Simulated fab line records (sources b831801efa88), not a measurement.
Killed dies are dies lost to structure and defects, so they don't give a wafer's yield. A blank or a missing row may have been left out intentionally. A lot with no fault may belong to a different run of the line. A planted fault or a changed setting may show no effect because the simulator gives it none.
fab line records -- flow sfq-line
record: lots: 6, wafers: 17, last-day: 94
route steps=325 shown JJ@193 M5@198
lots that met no fault: taken from a fault-free run of the same line
start-h: the number of hours between the record's first day and the start of the first shown wafer of the lot -- wait-h: hours from the lot's prior step to this one -- " the same as in the row above -- L1.1+2: several wafers, shown together as one row -- - no value present, or no start provided -- * or withheld: withheld -- < > ~ a bound
route shown NAME@n: a module of which the file shows steps, and the number in the route of the first -- usual: mean/standard deviation taken from wafers without a fault -- same: alike in all rows -- chamber/n: place in a boat -- sites: each site's reading -- _std_site: their standard deviation -- _edge_site: the outer-site mean with the inner-site mean subtracted -- radius-mm: for every site, how far away it sits from the centre of the wafer -- mask NAME#n: copy n -- behind: the most recent tool/chamber to have shaped the wafer -- hold: why the lot went on hold/how many hours it stayed there/how the hold came to an end -- device: which transistor (n, p or np) failed to switch -- end of line: at the end of the route, the tests of the same wafers -- where a step has no rows: the recipe by itself -- killed: count of dies lost to structure and defects at first sort (not the wafer's yield) -- map: a wafer's dies, x killed, . not, _ none there
set.NAME: the setting as run; set.NAME@STEP: as run at that earlier step -- model.NAME: the simulator's own value behind a step, which no gauge read
lots seen at some steps along the route; tables by step, rows by wafer
services: a tool's chamber out of use, with start hour (start-h, from the record's first day; less than 0 if before it), hours out, and reason
== steps ==
step: SFQ_TRILAYER_JJ_CE_BARC_OPEN_RIE_150
recipe: mask-material: PR, chemistry: O2, target-depth-nm: 240, target: BARC, icp-w: 600, bias-w: 80, pressure-mtorr: 10, time-s: 80
usual: drypump-motor-current-A: 5.6/0.35, he-backside-leak-sccm: 3.4/0.4, oes-product-au: 0.538/0.0044
lot.wafer,tool,chamber,start-h,wait-h,drypump-motor-current-A,he-backside-leak-sccm,oes-product-au,rf-hours-counter-h
L634.2,rie-metal-02,1,1413.13,0.8,6.5,3.2,0.536,9
L634.3,rie-metal-02,1,1413.13,0.8,6.4,3.2,0.539,-
L634.6,rie-metal-02,1,1413.13,0.8,6.5,3.2,0.539,-
L635.2,rie-metal-02,0,1423.93,0.8,5.3,3.6,0.537,49
L635.3,rie-metal-02,1,1423.93,0.8,6.5,3.0,0.544,-
L635.5,rie-metal-02,0,1423.93,0.8,5.3,3.6,0.534,-
L640.2,rie-metal-03,1,1571.15,0.8,5.8,3.2,0.537,32
L640.4,rie-metal-03,0,1571.15,0.8,5.5,3.1,0.537,-
L640.6,rie-metal-03,0,1571.15,0.8,5.5,3.3,0.538,-
L647.4,rie-metal-03,0,1651.48,0.4,5.5,3.3,0.533,-
L647.5,rie-metal-03,1,1651.48,0.4,5.8,3.2,0.536,-
L647.6,rie-metal-03,0,1651.48,0.4,5.5,3.1,0.536,-
L648.2,rie-metal-01,1,1661.96,0.8,5.3,3.5,0.545,16
L648.4,rie-metal-01,0,1661.96,0.8,5.4,4.0,0.535,-
L656.4,rie-metal-02,1,1702.79,0.4,6.4,3.3,0.539,-
L656.5,rie-metal-02,1,1702.79,0.4,6.4,3.2,0.543,-
L656.6,rie-metal-02,0,1702.79,0.4,5.3,3.8,0.539,-
step: SFQ_TRILAYER_JJ_CE_ETCH_RIE_118
recipe: target: Nb, stop-on: Al2O3, mask-material: PR, taper-deg: 13.257, over-etch-frac: 0.15, time-s: 97.7, chemistry: SF6, target-depth-nm: 170, icp-w: 600, bias-w: 80, pressure-mtorr: 10
usual: drypump-motor-current-A: 5.6/0.35, he-backside-leak-sccm: 3.40/0.22, oes-product-au: 0.990/0.0078
lot.wafer,tool,chamber,start-h,wait-h,drypump-motor-current-A,he-backside-leak-sccm,oes-product-au,rf-hours-counter-h
L634.2,rie-metal-02,1,1413.22,0.1,6.4,3.11,0.998,9
L634.3,rie-metal-02,1,1413.22,0.1,6.4,3.25,0.989,-
L634.6,rie-metal-02,1,1413.22,0.1,6.4,3.23,0.996,-
L635.2,rie-metal-02,0,1424.02,0.1,5.3,3.32,0.998,49
L635.3,rie-metal-02,1,1424.02,0.1,6.5,3.16,0.988,-
L635.5,rie-metal-02,0,1424.02,0.1,5.3,3.53,0.989,-
L640.2,rie-metal-03,1,1571.25,0.1,5.8,3.17,0.992,32
L640.4,rie-metal-03,0,1571.25,0.1,5.5,3.38,0.986,-
L640.6,rie-metal-03,0,1571.25,0.1,5.5,3.42,0.982,-
L647.4,rie-metal-03,0,1651.58,0.1,5.5,3.17,0.994,-
L647.5,rie-metal-03,1,1651.58,0.1,5.8,3.30,0.985,-
L647.6,rie-metal-03,0,1651.58,0.1,5.5,3.23,0.999,-
L648.2,rie-metal-01,1,1662.06,0.1,5.4,3.48,0.989,16
L648.4,rie-metal-01,0,1662.06,0.1,5.4,4.04,0.983,-
L656.4,rie-metal-02,1,1702.89,0.1,6.4,3.09,0.987,-
L656.5,rie-metal-02,1,1702.89,0.1,6.5,3.15,0.986,-
L656.6,rie-metal-02,0,1702.89,0.1,5.3,3.48,0.991,-
step: SFQ_TRILAYER_JJ_ANODIZE_ANODIZE_119
recipe: current-density-ma-cm2: withheld, end-current-density-ma-cm2: withheld, bath-temp-c: withheld
step: SFQ_TRILAYER_JJ_CE_STRIP_STRIP_120
recipe: gas: O2, power-w: 200, platen-temp-c: 40, overash-fraction: 0.65, chemistry: O2, pressure-mtorr: 50
usual: drypump-motor-current-A: 5.6/0.41, he-backside-leak-sccm: 3.6/0.38, oes-product-au: 1.006/0.012, platen-temp-c: 40.00/0.11
lot.wafer,tool,chamber,start-h,wait-h,drypump-motor-current-A,he-backside-leak-sccm,oes-product-au,platen-temp-c,rf-hours-counter-h
L634.2,rie-metal-01,0,1413.82,0.0,5.4,3.8,1.005,40.07,51
L634.3,rie-metal-01,1,1413.82,0.0,5.3,3.8,1.021,40.00,-
L634.6,rie-metal-01,1,1413.82,0.0,5.3,3.7,1.006,39.82,-
L635.2,rie-metal-03,0,1424.62,0.0,5.5,3.4,1.000,40.01,44
L635.3,rie-metal-03,1,1424.62,0.0,5.8,3.1,1.003,39.94,-
L635.5,rie-metal-03,1,1424.62,0.0,5.8,3.1,0.998,39.92,-
L640.2,rie-metal-02,0,1572.05,0.2,5.3,3.8,1.004,39.82,-
L640.4,rie-metal-02,0,1572.05,0.2,5.3,3.6,1.007,39.81,-
L640.6,rie-metal-02,0,1572.05,0.2,5.3,3.8,1.005,39.87,-
L647.4,rie-metal-01,1,1652.75,0.6,5.4,3.9,1.020,39.93,-
L647.5,rie-metal-01,1,1652.75,0.6,5.4,3.7,1.017,40.00,-
L647.6,rie-metal-01,1,1652.75,0.6,5.4,4.0,1.021,39.84,-
L648.2,rie-metal-03,1,1662.66,0.0,5.8,3.3,1.006,40.12,42
L648.4,rie-metal-03,0,1662.66,0.0,5.5,3.5,1.012,39.90,-
L656.4,rie-metal-01,0,1703.66,0.2,5.4,3.9,0.990,40.19,-
L656.5,rie-metal-01,0,1703.66,0.2,5.4,3.6,0.997,40.02,-
L656.6,rie-metal-01,1,1703.66,0.2,5.4,3.9,1.024,40.15,-
step: SFQ_TRILAYER_JJ_CE_STRIP_SOLV_CLEAN_121
recipe: chemistry: NMP, temp-c: 70, time-s: 600
step: SFQ_TRILAYER_M5_LITHO_COAT_128
recipe: resist: BARC, spin-rpm: 3000, resist-thk-nm: 62
step: SFQ_TRILAYER_M5_LITHO_COAT_123
recipe: resist: KrF, spin-rpm: 3000, resist-thk-nm: 600
step: SFQ_TRILAYER_M5_LITHO_SOFTBAKE_127
recipe: temp-c: withheld, time-s: withheld, resist: KrF
step: SFQ_TRILAYER_M5_LITHO_EXPOSE_124
recipe: mask-id: M5, na: 0.6, source-shape: conventional, sigma-outer: 0.65, target-cd-nm: 700, dose-mj: 14.4
step: SFQ_TRILAYER_M5_LITHO_PEB_126
recipe: peb-temp-c: 115, peb-time-s: 60, resist: KrF
step: SFQ_TRILAYER_M5_LITHO_DEVELOP_125
recipe: time-s: 60, resist: KrF
step: SFQ_M5_OVL_MEAS_932
usual: M5_OVL: -3/5.6
lot.wafer,tool,chamber,start-h,wait-h,M5_OVL[nm]
L634.2,overlay-01,-,1417.03,0.1,5
L634.3,overlay-01,-,1417.03,0.1,6
L634.6,overlay-01,-,1417.03,0.1,4
L635.2,overlay-01,-,1427.83,0.1,-2
L635.3,overlay-01,-,1427.83,0.1,-5
L635.5,overlay-01,-,1427.83,0.1,-6
L640.2,overlay-01,-,1684.73,0.1,-10
L640.4,overlay-01,-,1684.73,0.1,-5
L640.6,overlay-01,-,1684.73,0.1,-7
L647.4,overlay-01,-,1755.80,0.1,-10
L647.5,overlay-01,-,1755.80,0.1,-12
L647.6,overlay-01,-,1755.80,0.1,-3
L648.2,overlay-01,-,1765.38,0.1,-3
L648.4,overlay-01,-,1765.38,0.1,-5
L656.4,overlay-02,-,1805.47,0.1,-4
L656.5,overlay-02,-,1805.47,0.1,-6
L656.6,overlay-02,-,1805.47,0.1,-4
step: SFQ_TRILAYER_M5_BARC_OPEN_METAL_ETCH_161
recipe: mask-material: PR, chemistry: O2, target-depth-nm: 125, target: BARC, icp-w: 600, bias-w: 80, pressure-mtorr: 10, time-s: 41.7
usual: drypump-motor-current-A: 5.5/0.38, he-backside-leak-sccm: 3.62/0.27, oes-product-au: 0.685/0.0044
lot.wafer,tool,chamber,start-h,wait-h,drypump-motor-current-A,he-backside-leak-sccm,oes-product-au,rf-hours-counter-h,model.KrF_of_TRILAYER_M5_LITHO_COAT_123.thk-nm
L634.2,rie-metal-01,0,1417.06,0.0,5.4,3.77,0.685,51,522.9
L634.3,rie-metal-01,1,1417.06,0.0,5.4,3.74,0.685,-,521.6
L634.6,rie-metal-01,0,1417.06,0.0,5.4,3.80,0.691,-,523.7
L635.2,rie-metal-01,0,1427.86,0.0,5.4,3.54,0.690,53,525.7
L635.3,rie-metal-01,0,1427.86,0.0,5.4,3.58,0.686,-,525
L635.5,rie-metal-01,1,1427.86,0.0,5.4,3.84,0.687,-,522.5
L640.2,rie-metal-01,0,1684.76,0.0,5.4,3.64,0.691,82,520.1
L640.4,rie-metal-01,0,1684.76,0.0,5.4,3.37,0.681,-,520.7
L640.6,rie-metal-01,0,1684.76,0.0,5.4,3.65,0.691,-,522.6
L647.4,rie-metal-01,0,1755.83,0.0,5.4,3.86,0.678,-,532.3
L647.5,rie-metal-01,0,1755.83,0.0,5.4,3.59,0.683,-,523.4
L647.6,rie-metal-01,1,1755.83,0.0,5.4,3.55,0.683,-,520.2
L648.2,rie-metal-01,1,1765.41,0.0,5.4,3.57,0.687,36,520
L648.4,rie-metal-01,1,1765.41,0.0,5.4,3.25,0.690,-,530.4
L656.4,rie-metal-02,0,1805.51,0.0,5.3,3.43,0.686,-,523
L656.5,rie-metal-02,0,1805.51,0.0,5.3,3.82,0.673,-,521.3
L656.6,rie-metal-02,1,1805.51,0.0,6.4,3.25,0.688,-,522.8
step: SFQ_TRILAYER_M5_ETCH_METAL_ETCH_126
recipe: target: Nb, stop-on: SiO2, mask-material: PR, over-etch-frac: 0.15, time-s: 203.2, chemistry: Cl2/BCl3, target-depth-nm: 265, icp-w: 600, bias-w: 80, pressure-mtorr: 10
usual: drypump-motor-current-A: 5.5/0.38, he-backside-leak-sccm: 3.60/0.25, oes-product-au: 0.729/0.0065
lot.wafer,tool,chamber,start-h,wait-h,drypump-motor-current-A,he-backside-leak-sccm,oes-product-au,rf-hours-counter-h,model.KrF_of_TRILAYER_M5_LITHO_COAT_123.thk-nm
L634.2,rie-metal-01,0,1417.12,0.0,5.4,3.63,0.732,51,369.6
L634.3,rie-metal-01,1,1417.12,0.0,5.4,4.01,0.740,-,365.2
L634.6,rie-metal-01,0,1417.12,0.0,5.4,3.46,0.740,-,369.3
L635.2,rie-metal-01,0,1427.92,0.0,5.4,3.78,0.743,53,373
L635.3,rie-metal-01,0,1427.92,0.0,5.4,3.83,0.732,-,372.7
L635.5,rie-metal-01,1,1427.92,0.0,5.4,3.64,0.732,-,365.5
L640.2,rie-metal-01,0,1684.82,0.0,5.4,3.75,0.740,82,367.5
L640.4,rie-metal-01,0,1684.82,0.0,5.4,3.85,0.734,-,369.1
L640.6,rie-metal-01,0,1684.82,0.0,5.4,3.89,0.726,-,370.8
L647.4,rie-metal-01,0,1755.94,0.1,5.4,3.78,0.718,-,382.8
L647.5,rie-metal-01,0,1755.94,0.1,5.4,3.94,0.720,-,374.6
L647.6,rie-metal-01,1,1755.94,0.1,5.4,3.54,0.714,-,366.7
L648.2,rie-metal-01,1,1765.47,0.0,5.4,3.78,0.720,36,362.8
L648.4,rie-metal-01,1,1765.47,0.0,5.4,3.75,0.714,-,374.5
L656.4,rie-metal-02,0,1805.61,0.1,5.3,3.64,0.727,-,368.3
L656.5,rie-metal-02,0,1805.61,0.1,5.3,3.25,0.730,-,366.9
L656.6,rie-metal-02,1,1805.61,0.1,6.4,3.03,0.724,-,367.9
step: SFQ_TRILAYER_M5_STRIP_STRIP_127
recipe: gas: O2, power-w: 200, platen-temp-c: 40, overash-fraction: 0.65, chemistry: O2, pressure-mtorr: 50
usual: drypump-motor-current-A: 5.5/0.38, he-backside-leak-sccm: 3.7/0.31, oes-product-au: 1.003/0.011, platen-temp-c: 40.01/0.12
lot.wafer,tool,chamber,start-h,wait-h,drypump-motor-current-A,he-backside-leak-sccm,oes-product-au,platen-temp-c,rf-hours-counter-h
L634.2,rie-metal-01,0,1417.31,0.1,5.4,3.7,1.008,40.00,51
L634.3,rie-metal-01,1,1417.31,0.1,5.3,3.8,1.004,40.11,-
L634.6,rie-metal-01,0,1417.31,0.1,5.4,3.7,1.007,40.01,-
L635.2,rie-metal-01,0,1428.11,0.1,5.4,3.8,1.000,40.21,53
L635.3,rie-metal-01,0,1428.11,0.1,5.4,3.7,0.992,39.99,-
L635.5,rie-metal-01,1,1428.11,0.1,5.4,3.8,0.996,39.99,-
L640.2,rie-metal-01,0,1685.02,0.1,5.4,3.9,0.999,39.70,82
L640.4,rie-metal-01,0,1685.02,0.1,5.3,4.0,1.003,39.86,-
L640.6,rie-metal-01,0,1685.02,0.1,5.4,3.8,0.991,39.76,-
L647.4,rie-metal-01,0,1756.27,0.3,5.4,3.7,1.000,39.94,-
L647.5,rie-metal-01,0,1756.27,0.3,5.4,3.5,0.993,40.01,-
L647.6,rie-metal-01,1,1756.27,0.3,5.4,3.6,1.020,40.22,-
L648.2,rie-metal-01,1,1765.67,0.1,5.4,3.5,1.018,40.11,36
L648.4,rie-metal-01,1,1765.67,0.1,5.4,3.4,1.023,40.10,-
L656.4,rie-metal-02,0,1805.94,0.3,5.3,3.9,1.009,40.00,-
L656.5,rie-metal-02,0,1805.94,0.3,5.3,3.6,1.003,40.04,-
L656.6,rie-metal-02,1,1805.94,0.3,6.4,3.2,1.004,39.95,-
== services ==
tool,chamber,start-h,hours,kind
rie-metal-02,-,1453.42,0.2,repair
rie-metal-03,0,1479.20,11.8,repair
rie-metal-02,-,1504.21,0.7,repair
rie-metal-01,1,1507.11,-,clean
rie-metal-01,1,1507.11,-,consumable-replace:focus-ring
rie-metal-01,1,1507.11,12.7,scheduled-down
rie-metal-01,1,1507.11,12.7,vent-cycle
rie-metal-01,-,1519.04,4.3,pm
rie-metal-02,1,1546.70,27.2,repair
rie-metal-01,0,1649.79,3.2,repair
rie-metal-01,0,1704.13,36.8,repair
rie-metal-03,-,1758.16,2.8,pm
== key ==
first-sign none at tools or gauges
model-effect: step: SFQ_TRILAYER_M5_BARC_OPEN_METAL_ETCH_161, value: KrF_of_TRILAYER_M5_LITHO_COAT_123.thk-nm, without: 522.2, struck: 531.3
model-effect: step: SFQ_TRILAYER_M5_ETCH_METAL_ETCH_126, value: KrF_of_TRILAYER_M5_LITHO_COAT_123.thk-nm, without: 369.6, struck: 378.6
met-at SFQ_TRILAYER_M5_BARC_OPEN_METAL_ETCH_161
struck-wafers L647.4,L648.4
onset-between 1684.76 1755.83
fault: kind: process-parameter-drift, tool: rie-metal-01, chamber: -, onset-h: 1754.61, steps: SFQ_TRILAYER_M5_BARC_OPEN_METAL_ETCH_161, channel: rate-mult, offset: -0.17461, shape: step, end-h: 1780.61, scope: struck-wafers-only
